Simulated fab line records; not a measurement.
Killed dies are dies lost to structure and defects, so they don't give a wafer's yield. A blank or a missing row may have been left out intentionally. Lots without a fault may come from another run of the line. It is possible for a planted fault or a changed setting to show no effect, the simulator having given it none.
fab line records + flow gf180mcu
record:
- lots: 14
- wafers: 42
- lastDay: 34
route steps=602 shown SALICIDE@286 CONTACT@289 M2@366 V2@386
lots that met no fault: taken from a fault-free run of the same line
startH: hours from the record's opening day to when the first of the lot's shown wafers began + waitH: hours from the lot's prior step to this one + " repeats the value in the row above + L1.1+2: a row that stands for several wafers + - no value present, or no start provided + * or withheld: withheld + < > ~ a bound
route shown NAME@n: a module of which the file shows steps, and the number in the route of the first + usual: mean/standard deviation of fault-free wafers + same: alike in all rows + chamber/n: place in a boat + sites: the reading at each site + _std_site: standard deviation across them + _edge_site: the outer-site mean with the inner-site mean subtracted + radiusMm: for every site, how far away it sits from the centre of the wafer + mask NAME#n: copy n + behind: tool/chamber where the wafer was last shaped + hold: reason for holding the lot/hours on hold/outcome of the hold + device: whichever transistor did not switch (one of n, p or np) + end of line: at the end of the route, the tests of the same wafers + a step without rows: its recipe alone + killed: dies that structure and defects cost at the first sort, which is not the same as the wafer's yield + map: a wafer's dies, marking killed ones x, the rest . and places with no die _
set.NAME: the setting as run; set.NAME@STEP: as run at that earlier step + model.NAME: the simulator's own value behind a step, which no gauge read
steps of the route over a sample of lots; a table a step, a row a wafer
services: a tool's chamber out of use, with start hour (startH, from the record's first day; less than 0 if before it), hours out, and reason
== steps ==
step: GF_SALICIDE_RTA_08
recipe:
- tempC: 800
- timeS: 30
- ambient: N2
usual:
- annealTempCMax: 803.7/0.68
- chamberO2Ppm: 1.996/0.021
- lampPowerPct: 14.5/0.81
- wafer_temp_C_max: 803.3/0.7
| lot.wafer | tool         | chamber | startH | waitH | annealTempCMax | chamberO2Ppm | lampPowerPct | wafer_temp_C_max |
|-----------|--------------|---------|--------|-------|----------------|--------------|--------------|------------------|
| L277.1    | rtpAnneal-01 | 0       | 337.54 | 0.0   | 805.8          | 2.019        | 13.6         | 802.6            |
| L277.5    | "            | 0       | "      | "     | 803.8          | 2.025        | 13.6         | 803.2            |
| L277.6    | "            | 0       | "      | "     | 802.8          | 2.023        | 13.6         | 804.5            |
| L278.4    | rtpAnneal-02 | 0       | 347.11 | 0.1   | 804.3          | 2.022        | 15.2         | 803.0            |
| L278.5    | "            | 0       | "      | "     | 803.7          | 2.021        | 15.2         | 802.4            |
| L278.6    | "            | 0       | "      | "     | 803.6          | 2.008        | 15.2         | 803.0            |
| L280.1    | rtpAnneal-02 | 0       | 368.34 | 0.0   | 804.0          | 2.027        | 15.3         | 803.1            |
| L280.3    | "            | 0       | "      | "     | 803.3          | 2.021        | 15.2         | 804.1            |
| L280.5    | "            | 0       | "      | "     | 802.2          | 1.995        | 15.2         | 804.1            |
| L281.3    | rtpAnneal-02 | 0       | 376.72 | 0.0   | 803.1          | 2.034        | 15.3         | 802.8            |
| L281.5    | "            | 0       | "      | "     | 804.1          | 1.965        | 15.2         | 802.5            |
| L281.6    | "            | 0       | "      | "     | 803.7          | 1.992        | 15.2         | 804.6            |
| L282.2    | rtpAnneal-01 | 0       | 383.49 | 0.0   | 804.5          | 1.984        | 13.6         | 803.2            |
| L282.4    | "            | 0       | "      | "     | 804.1          | 2.005        | 13.6         | 804.5            |
| L282.6    | "            | 0       | "      | "     | 802.5          | 1.998        | 13.6         | 803.3            |
| L283.2    | rtpAnneal-02 | 0       | 390.17 | 0.0   | 803.5          | 1.963        | 15.2         | 803.6            |
| L283.5    | "            | 0       | "      | "     | 804.0          | 1.964        | 15.2         | 804.0            |
| L283.6    | "            | 0       | "      | "     | 804.7          | 2.002        | 15.3         | 803.7            |
| L286.2    | rtpAnneal-01 | -       | 416.95 | 0.0   | -              | -            | -            | -                |
| L286.3    | "            | -       | "      | "     | -              | -            | -            | -                |
| L286.6    | "            | -       | "      | "     | -              | -            | -            | -                |
| L287.1    | rtpAnneal-01 | -       | 429.59 | 0.0   | -              | -            | -            | -                |
| L287.2    | "            | -       | "      | "     | -              | -            | -            | -                |
| L287.3    | "            | -       | "      | "     | -              | -            | -            | -                |
| L293.2    | rtpAnneal-02 | 0       | 480.54 | 0.0   | 803.7          | 2.002        | 15.2         | 802.7            |
| L293.4    | "            | 0       | "      | "     | 803.4          | 1.996        | 15.2         | 802.7            |
| L293.5    | "            | 0       | "      | "     | 803.9          | 1.970        | 15.2         | 805.0            |
| L294.3    | rtpAnneal-01 | 0       | 488.71 | 0.0   | 803.4          | 1.975        | 13.6         | 802.9            |
| L294.4    | "            | 0       | "      | "     | 803.8          | 1.968        | 13.6         | 802.3            |
| L294.6    | "            | 0       | "      | "     | 805.0          | 1.981        | 13.6         | 803.3            |
| L296.2    | rtpAnneal-02 | 0       | 503.14 | 0.0   | 804.1          | 1.967        | 15.2         | 802.6            |
| L296.4    | "            | 0       | "      | "     | 803.5          | 1.998        | 15.3         | 803.0            |
| L296.5    | "            | 0       | "      | "     | 804.7          | 1.982        | 15.2         | 803.7            |
| L297.2    | rtpAnneal-01 | 0       | 510.56 | 0.0   | 803.5          | 1.984        | 13.6         | 802.3            |
| L297.5    | "            | 0       | "      | "     | 803.8          | 2.034        | 13.6         | 803.4            |
| L297.6    | "            | 0       | "      | "     | 802.5          | 1.984        | 13.6         | 803.1            |
| L298.1    | rtpAnneal-01 | 0       | 520.48 | 0.0   | 803.5          | 1.993        | 13.6         | 803.9            |
| L298.3    | "            | 0       | "      | "     | 803.9          | 1.987        | 13.6         | 802.5            |
| L298.6    | "            | 0       | "      | "     | 804.2          | 1.989        | 13.6         | 801.9            |
| L300.1    | rtpAnneal-01 | 0       | 535.12 | 0.0   | 803.5          | 2.000        | 13.6         | 802.5            |
| L300.5    | "            | 0       | "      | "     | 803.7          | 1.999        | 13.6         | 803.4            |
| L300.6    | "            | 0       | "      | "     | 803.2          | 1.978        | 13.6         | 804.3            |
step: GF_CONTACT_CVD_02
recipe:
- material: SiO2
- targetThkNm: 860
- precursor: TEOS
- tempC: 400
- timeS: 95.992
- rfW: 600
usual:
- heaterPowerW: 661/84
| lot.wafer | tool     | chamber | startH | waitH | heaterPowerW |
|-----------|----------|---------|--------|-------|--------------|
| L277.1    | pecvd-01 | 1       | 337.75 | 0.1   | 605          |
| L277.5    | "        | 2       | "      | "     | 681          |
| L277.6    | "        | 1       | "      | "     | 635          |
| L278.4    | pecvd-04 | 2       | 347.30 | 0.1   | 610          |
| L278.5    | "        | 1       | "      | "     | 768          |
| L278.6    | "        | 0       | "      | "     | 669          |
| L280.1    | pecvd-04 | 1       | 368.55 | 0.1   | 642          |
| L280.3    | "        | 2       | "      | "     | 592          |
| L280.5    | "        | 0       | "      | "     | 701          |
| L281.3    | pecvd-01 | 0       | 376.89 | 0.0   | 557          |
| L281.5    | "        | 0       | "      | "     | 598          |
| L281.6    | "        | 1       | "      | "     | 631          |
| L282.2    | pecvd-01 | 1       | 383.68 | 0.0   | 628          |
| L282.4    | "        | 0       | "      | "     | 576          |
| L282.6    | "        | 1       | "      | "     | 660          |
| L283.2    | pecvd-02 | 2       | 390.36 | 0.0   | 656          |
| L283.5    | "        | 0       | "      | "     | 625          |
| L283.6    | "        | 1       | "      | "     | 750          |
| L293.2    | pecvd-01 | 2       | 480.72 | 0.0   | 797          |
| L293.4    | "        | 1       | "      | "     | 538          |
| L293.5    | "        | 0       | "      | "     | 473          |
| L294.3    | pecvd-02 | 1       | 488.88 | 0.0   | 770          |
| L294.4    | "        | 2       | "      | "     | 701          |
| L294.6    | "        | 1       | "      | "     | 626          |
| L296.2    | pecvd-04 | 2       | 503.33 | 0.0   | 575          |
| L296.4    | "        | 2       | "      | "     | 611          |
| L296.5    | "        | 1       | "      | "     | 785          |
| L297.2    | pecvd-01 | 2       | 510.75 | 0.0   | 863          |
| L297.5    | "        | 0       | "      | "     | 580          |
| L297.6    | "        | 2       | "      | "     | 702          |
| L298.1    | pecvd-02 | 2       | 520.69 | 0.1   | 686          |
| L298.3    | "        | 1       | "      | "     | 756          |
| L298.6    | "        | 0       | "      | "     | 653          |
| L300.1    | pecvd-02 | 1       | 535.32 | 0.1   | 638          |
| L300.5    | "        | 0       | "      | "     | 528          |
| L300.6    | "        | 1       | "      | "     | 716          |
step: GF_M2_SPUTTER_04
recipe:
- material: TiN
- targetThkNm: 50
- powerW: 6500
- timeS: 41.7
- chamberPressurePa: 0.4
usual:
- throttleValvePct: 30.0/1
| lot.wafer | tool          | chamber | startH | waitH | throttleValvePct |
|-----------|---------------|---------|--------|-------|------------------|
| L277.1    | pvdSputter-04 | -       | 409.84 | 0.0   | 30.8             |
| L277.5    | "             | -       | "      | "     | 31.1             |
| L277.6    | "             | -       | "      | "     | 30.9             |
| L278.4    | pvdSputter-04 | -       | 420.63 | 0.0   | 30.7             |
| L278.5    | "             | -       | "      | "     | 30.3             |
| L278.6    | "             | -       | "      | "     | 30.7             |
| L280.1    | pvdSputter-04 | -       | 444.96 | 0.0   | 30.7             |
| L280.3    | "             | -       | "      | "     | 30.5             |
| L280.5    | "             | -       | "      | "     | 30.5             |
| L281.3    | pvdSputter-03 | -       | 453.36 | 0.0   | 30.1             |
| L281.5    | "             | -       | "      | "     | 30.1             |
| L281.6    | "             | -       | "      | "     | 28.8             |
| L282.2    | pvdSputter-02 | -       | 459.17 | 0.0   | 32.1             |
| L282.4    | "             | -       | "      | "     | 29.4             |
| L282.6    | "             | -       | "      | "     | 27.8             |
| L283.2    | pvdSputter-02 | -       | 468.94 | 0.0   | 27.6             |
| L283.5    | "             | -       | "      | "     | 29.3             |
| L283.6    | "             | -       | "      | "     | 27.8             |
| L293.2    | pvdSputter-02 | -       | 555.03 | 0.0   | 29.1             |
| L293.4    | "             | -       | "      | "     | 29.2             |
| L293.5    | "             | -       | "      | "     | 29.4             |
| L294.3    | pvdSputter-04 | -       | 563.44 | 0.0   | 31.0             |
| L294.4    | "             | -       | "      | "     | 30.8             |
| L294.6    | "             | -       | "      | "     | 30.8             |
| L296.2    | pvdSputter-04 | -       | 576.22 | 0.0   | 30.4             |
| L296.4    | "             | -       | "      | "     | 30.6             |
| L296.5    | "             | -       | "      | "     | 30.4             |
| L297.2    | pvdSputter-03 | -       | 582.51 | 0.0   | 30.3             |
| L297.5    | "             | -       | "      | "     | 30.3             |
| L297.6    | "             | -       | "      | "     | 28.7             |
| L298.1    | pvdSputter-02 | -       | 592.23 | 0.0   | 29.7             |
| L298.3    | "             | -       | "      | "     | 32.0             |
| L298.6    | "             | -       | "      | "     | 29.4             |
| L300.1    | pvdSputter-04 | -       | 604.98 | 0.0   | 30.6             |
| L300.5    | "             | -       | "      | "     | 30.6             |
| L300.6    | "             | -       | "      | "     | 30.7             |
step: GF_V2_CMP_04
recipe:
- material: SiO2
- downForcePsi: 4
- platenRpm: 60
- padVelocityMS: 0.94248
usual:
- edgeZonePressureFrac: 1.000/0.0048
- headPressurePsi: 4.000/0.0094
- motorCurrentA: 12.2/1.8
- timeToEndpointS: 81/4.8
| lot.wafer | tool   | chamber | startH | waitH | edgeZonePressureFrac | headPressurePsi | motorCurrentA | timeToEndpointS |
|-----------|--------|---------|--------|-------|----------------------|-----------------|---------------|-----------------|
| L277.1    | cmp-01 | 1       | 435.08 | 0.2   | 0.997                | 4.017           | 11.8          | 82              |
| L277.5    | "      | 2       | "      | "     | 0.992                | 3.992           | 11.0          | 86              |
| L277.6    | "      | 3       | "      | "     | 0.996                | 4.004           | 11.7          | 86              |
| L278.4    | cmp-02 | 2       | 445.89 | 0.2   | 1.002                | 4.000           | 12.5          | 86              |
| L278.5    | "      | 3       | "      | "     | 1.006                | 3.995           | 14.1          | 88              |
| L278.6    | "      | 0       | "      | "     | 0.997                | 3.993           | 10.8          | 79              |
| L280.3    | cmp-02 | 2       | 470.48 | 0.1   | 0.992                | 3.996           | 11.8          | 79              |
| L280.1    | "      | 0       | "      | "     | 1.009                | 3.983           | 10.4          | 82              |
| L280.5    | "      | 2       | "      | "     | 1.005                | 4.010           | 11.5          | 86              |
| L281.3    | cmp-01 | 0       | 479.08 | 0.1   | 1.004                | 3.998           | 11.2          | 84              |
| L281.5    | "      | 2       | "      | "     | 0.998                | 4.010           | 10.9          | 82              |
| L281.6    | "      | 3       | "      | "     | 0.996                | 4.008           | 11.3          | 83              |
| L282.4    | cmp-01 | 2       | 484.38 | 0.0   | 0.999                | 4.003           | 11.4          | 88              |
| L282.2    | "      | 1       | "      | "     | 1.002                | 4.001           | 11.5          | 83              |
| L282.6    | "      | 3       | "      | "     | 0.994                | 4.007           | 11.3          | 94              |
| L283.2    | cmp-02 | 0       | 493.91 | 0.1   | 1.011                | 4.000           | 11.1          | 80              |
| L283.6    | "      | 3       | "      | "     | 1.000                | 4.000           | 13.7          | 81              |
| L283.5    | "      | 0       | "      | "     | 1.005                | 4.012           | 9.8           | 76              |
| L293.4    | cmp-01 | 2       | 578.04 | 0.0   | 1.002                | 3.981           | 11.2          | 79              |
| L293.2    | "      | 1       | "      | "     | 0.995                | 3.992           | 11.7          | 77              |
| L293.5    | "      | 2       | "      | "     | 0.991                | 3.989           | 11.8          | 77              |
| L294.4    | cmp-01 | 0       | 586.26 | 0.1   | 0.993                | 3.996           | 10.5          | 89              |
| L294.3    | "      | 1       | "      | "     | 0.999                | 4.008           | 11.8          | 77              |
| L294.6    | "      | 3       | "      | "     | 1.007                | 3.997           | 11.5          | 85              |
| L296.4    | cmp-01 | 1       | 598.28 | 0.0   | 0.998                | 3.986           | 11.3          | 80              |
| L296.2    | "      | 3       | "      | "     | 1.000                | 4.017           | 11.0          | 70              |
| L296.5    | "      | 1       | "      | "     | 0.995                | 3.990           | 11.5          | 82              |
| L297.2    | cmp-01 | 3       | 605.19 | 0.5   | 1.005                | 3.990           | 11.3          | 76              |
| L297.6    | "      | 1       | "      | "     | 1.008                | 4.005           | 12.0          | 77              |
| L297.5    | "      | 2       | "      | "     | 1.005                | 3.998           | 11.5          | 81              |
| L298.1    | cmp-01 | 1       | 614.28 | 0.1   | 0.997                | 3.997           | 11.2          | 75              |
| L298.3    | "      | 2       | "      | "     | 1.002                | 4.004           | 11.6          | 76              |
| L298.6    | "      | 0       | "      | "     | 0.994                | 4.018           | 10.9          | 80              |
| L300.1    | cmp-02 | 2       | 627.01 | 0.1   | 1.002                | 3.990           | 12.6          | 82              |
| L300.6    | "      | 2       | "      | "     | 0.994                | 3.994           | 12.0          | 86              |
| L300.5    | "      | 3       | "      | "     | 1.003                | 4.002           | 13.9          | 86              |
== services ==
| tool          | chamber | startH | hours | kind   |
|---------------|---------|--------|-------|--------|
| pecvd-01      | -       | 322.65 | 1.6   | repair |
| pecvd-02      | -       | 328.84 | 0.7   | repair |
| pecvd-02      | -       | 346.20 | 6.0   | pm     |
| cmp-02        | -       | 352.45 | 4.8   | repair |
| cmp-02        | -       | 365.08 | 6.7   | repair |
| pecvd-02      | -       | 368.88 | 14.0  | pm     |
| pecvd-02      | 0       | 372.68 | 2.3   | repair |
| cmp-01        | -       | 398.81 | 5.2   | pm     |
| cmp-02        | -       | 404.00 | 4.0   | pm     |
| pecvd-02      | 0       | 406.42 | 3.5   | repair |
| cmp-01        | -       | 410.39 | 5.9   | pm     |
| cmp-01        | -       | 438.15 | 5.3   | pm     |
| cmp-02        | -       | 440.12 | 1.6   | repair |
| cmp-02        | -       | 440.87 | 3.3   | repair |
| pvdSputter-02 | -       | 448.27 | 5.3   | repair |
| cmp-01        | -       | 455.98 | 5.4   | repair |
| pecvd-01      | -       | 457.72 | 3.4   | repair |
| pecvd-02      | 2       | 467.74 | 5.1   | repair |
| cmp-02        | -       | 474.17 | 0.8   | repair |
| pvdSputter-04 | -       | 497.01 | 1.5   | repair |
| pecvd-01      | 1       | 497.11 | 6.4   | repair |
| pecvd-01      | 2       | 517.54 | 17.4  | repair |
| cmp-01        | -       | 572.00 | 4.0   | pm     |
| cmp-01        | -       | 590.77 | 1.1   | repair |
== key ==
firstSign:
- step: GF_SALICIDE_RTA_08
- reading: toolRecord
- direction: missing
effect none on later readings
metAt GF_SALICIDE_RTA_08
struckLots L286,L287
laterRowsLeftOut L286.2,L286.3,L286.6,L287.1,L287.2,L287.3
sortLeftOut L286.2,L286.3,L286.6,L287.1,L287.2,L287.3
testerLeftOut L286,L287
notActingAt GF_CONTACT_CVD_02,GF_M2_SPUTTER_04,GF_V2_CMP_04
onsetBetween 383.49 416.95
fault:
- kind: skippedStepWhole
- tool: rtpAnneal-01
- chamber: -
- onsetH: 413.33
- steps: GF_SALICIDE_RTA_08
- scope: struckLotsOnly
testerLeftOut: of these lots the tester's yield and bins aren't shown, on N5 and GAA mostly nor the transistor test; their killed dies are dies lost to structure and defects alone, not to doping, threshold or leakage, so they don't give the yield
sortLeftOut: the simulated sort isn't trusted on such a fault, so these wafers' sort isn't shown, and their yield isn't known
laterRowsLeftOut: the simulator's readings of these wafers behind a module that went badly wrong aren't trusted and aren't shown, but for the sort
